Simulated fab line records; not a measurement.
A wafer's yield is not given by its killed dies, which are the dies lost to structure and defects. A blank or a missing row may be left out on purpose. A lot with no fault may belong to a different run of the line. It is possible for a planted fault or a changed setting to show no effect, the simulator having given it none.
Which tool did it?    flow gf180mcu    12 lots, 36 wafers sampled, at 4 steps of a route of 602

## WHAT EACH GAUGE READ, for each wafer
GF_V5_THK_MEAS_25: measures by xrf.
lot   measured      on             V5_W_THK (nm)
L508  day 26 21:12  film_metro-03  343 349 346
L510  day 27 16:46  film_metro-03  362 359 358
L511  day 28 01:11  film_metro-02  353 358 353
L514  day 29 03:08  film_metro-04  350 350 357
L515  day 29 17:29  film_metro-03  355 353 355
L517  day 30 14:29  film_metro-04  347 355 353
L518  day 31 00:10  film_metro-02  359 357 354
L520  day 31 04:17  film_metro-04  354 359 353
L519  day 31 05:42  film_metro-03  362 356 365
L524  day 31 23:21  film_metro-03  351 364 352
L527  day 32 16:01  film_metro-04  355 359 360
L528  day 32 19:37  film_metro-02  353 361 363

## EACH LOT AND THE TOOL THAT RAN IT (in order: tool; ch and the chambers of the sampled wafers; start)
lot   GF_M4_METAL_ETCH_16                GF_M5_METAL_ETCH_10                GF_V5_SPUTTER_22
L508  rie_metal-04 ch 0,1, day 23 01:32  rie_metal-02 ch 0,1, day 25 22:04  pvd_sputter-04, day 26 20:56
L510  rie_metal-04 ch 1, day 23 22:05    rie_metal-03 ch 0, day 26 18:52    pvd_sputter-02, day 27 16:29
L511  rie_metal-01 ch 0,1, day 24 07:50  rie_metal-04 ch 0,1, day 27 02:51  pvd_sputter-02, day 28 00:53
L514  rie_metal-04 ch 0,1, day 25 13:50  rie_metal-02 ch 0,1, day 28 05:15  pvd_sputter-02, day 29 02:52
L515  rie_metal-04 ch 0,1, day 26 04:08  rie_metal-04 ch 0,1, day 28 20:09  pvd_sputter-01, day 29 17:13
L517  rie_metal-01 ch 0,1, day 27 03:11  rie_metal-04 ch 1, day 29 17:58    pvd_sputter-02, day 30 14:13
L518  rie_metal-04 ch 0,1, day 27 14:28  rie_metal-02 ch 0,1, day 30 03:17  pvd_sputter-02, day 30 23:53
L520  rie_metal-04 ch 0,1, day 27 19:18  rie_metal-02 ch 1, day 30 08:09    pvd_sputter-02, day 31 04:01
L519  rie_metal-02 ch 1, day 27 19:39    rie_metal-03 ch 0, day 30 08:48    pvd_sputter-01, day 31 05:25
L524  rie_metal-04 ch 0,1, day 28 16:53  rie_metal-03 ch 0, day 31 03:39    pvd_sputter-01, day 31 23:05
L527  rie_metal-04 ch 1, day 29 11:05    rie_metal-04 ch 0,1, day 31 20:16  pvd_sputter-02, day 32 15:45
L528  rie_metal-01 ch 0,1, day 29 15:15  rie_metal-02 ch 1, day 32 00:45    pvd_sputter-04, day 32 19:20
- GF_M4_METAL_ETCH_16: etches the open film in Cl2/BCl3, stops on SiO2, target depth 750.8 nm, time 125.1 s.
- GF_M5_METAL_ETCH_10: etches the open film in Cl2/BCl3, stops on SiO2, target depth 750.8 nm, time 125.1 s.
- GF_V5_SPUTTER_22: material TiN, target thk 10 nm, time 40 s.

## AS READ BY THE TOOLS THEMSELVES (means over the sampled wafers that have a number; for cases with no such wafer, the mark the record gives instead)
GF_M4_METAL_ETCH_16.
lot   tool          bcl3_flow_sccm (sccm)  bias_w (W)  drypump_motor_current_A (A)  oes_product_au (a.u.)  throttle_valve_pct (%)
L508  rie_metal-04  39.96                  140.2       5.6                          0.991                  28.232
L510  rie_metal-04  40.08                  140.3       5.9                          0.987                  28.227
L511  rie_metal-01  40.13                  139.8       5.4                          0.995                  28.228
L514  rie_metal-04  40.00                  140.1       5.6                          0.994                  28.230
L515  rie_metal-04  40.01                  139.9       5.2                          0.997                  28.226
L517  rie_metal-01  39.97                  140.7       5.2                          0.992                  28.220
L518  rie_metal-04  39.96                  139.5       5.6                          0.993                  28.226
L520  rie_metal-04  39.89                  140.6       5.6                          0.990                  28.225
L519  rie_metal-02  40.07                  140.4       5.5                          0.997                  28.221
L524  rie_metal-04  39.99                  139.9       5.6                          0.986                  28.234
L527  rie_metal-04  40.02                  140.7       5.9                          0.992                  28.229
L528  rie_metal-01  39.96                  139.3       5.3                          0.996                  28.228

GF_M5_METAL_ETCH_10.
lot   tool          bcl3_flow_sccm (sccm)  bias_w (W)  drypump_motor_current_A (A)  oes_product_au (a.u.)  throttle_valve_pct (%)
L508  rie_metal-02  39.88                  140.5       5.7                          0.997                  28.226
L510  rie_metal-03  39.90                  139.6       5.5                          0.989                  28.237
L511  rie_metal-04  40.15                  139.9       5.6                          0.991                  28.223
L514  rie_metal-02  39.94                  140.1       5.7                          0.992                  28.218
L515  rie_metal-04  39.93                  140.0       5.5                          0.991                  28.238
L517  rie_metal-04  40.10                  139.6       5.9                          0.993                  28.227
L518  rie_metal-02  40.05                  139.7       5.7                          0.995                  28.227
L520  rie_metal-02  40.01                  139.3       5.5                          0.999                  28.216
L519  rie_metal-03  40.02                  140.0       5.5                          0.991                  28.230
L524  rie_metal-03  40.06                  139.8       5.5                          0.988                  28.231
L527  rie_metal-04  40.14                  140.1       5.6                          0.995                  28.228
L528  rie_metal-02  40.00                  140.1       5.5                          0.995                  28.225

GF_V5_SPUTTER_22.
lot   tool            chamber_pressure_pa (Pa)  throttle_valve_pct (%)
L508  pvd_sputter-04  5.006                     29.4
L510  pvd_sputter-02  5.001                     29.2
L511  pvd_sputter-02  5.006                     29.0
L514  pvd_sputter-02  4.997                     29.3
L515  pvd_sputter-01  4.995                     29.9
L517  pvd_sputter-02  4.999                     29.7
L518  pvd_sputter-02  5.000                     29.3
L520  pvd_sputter-02  5.000                     29.7
L519  pvd_sputter-01  5.000                     30.1
L524  pvd_sputter-01  5.005                     29.4
L527  pvd_sputter-02  5.001                     29.2
L528  pvd_sputter-04  4.993                     30.1

## THE ANSWER, worked out from the rows above alone
Rule: usual is defined by the lots themselves. Put in order of their means at a reading, lots are off if they are a third of the lots or fewer, leave a main group of 4 or more, and stand apart from it by a gap of 3 or more times the standard deviation of the main group's means; of several such gaps the widest counts. If all means in a main group match to the digits the tables above print for the reading, that group is not used. Also off: a lot with no number at a reading for which 4 or more lots have one. The other lots that the step has rows for count as sound. First the gauges in route order, then the tools' own readings, where a lot's mean is used as printed above. The first step at which some lot is off is used, and at that step the reading that is off furthest; a lot without a number counts as furthest.
Across all readings shown, no lot is off: no conclusion can be drawn from this.

## WHAT HAD BEEN PUT IN BY THE SIMULATOR
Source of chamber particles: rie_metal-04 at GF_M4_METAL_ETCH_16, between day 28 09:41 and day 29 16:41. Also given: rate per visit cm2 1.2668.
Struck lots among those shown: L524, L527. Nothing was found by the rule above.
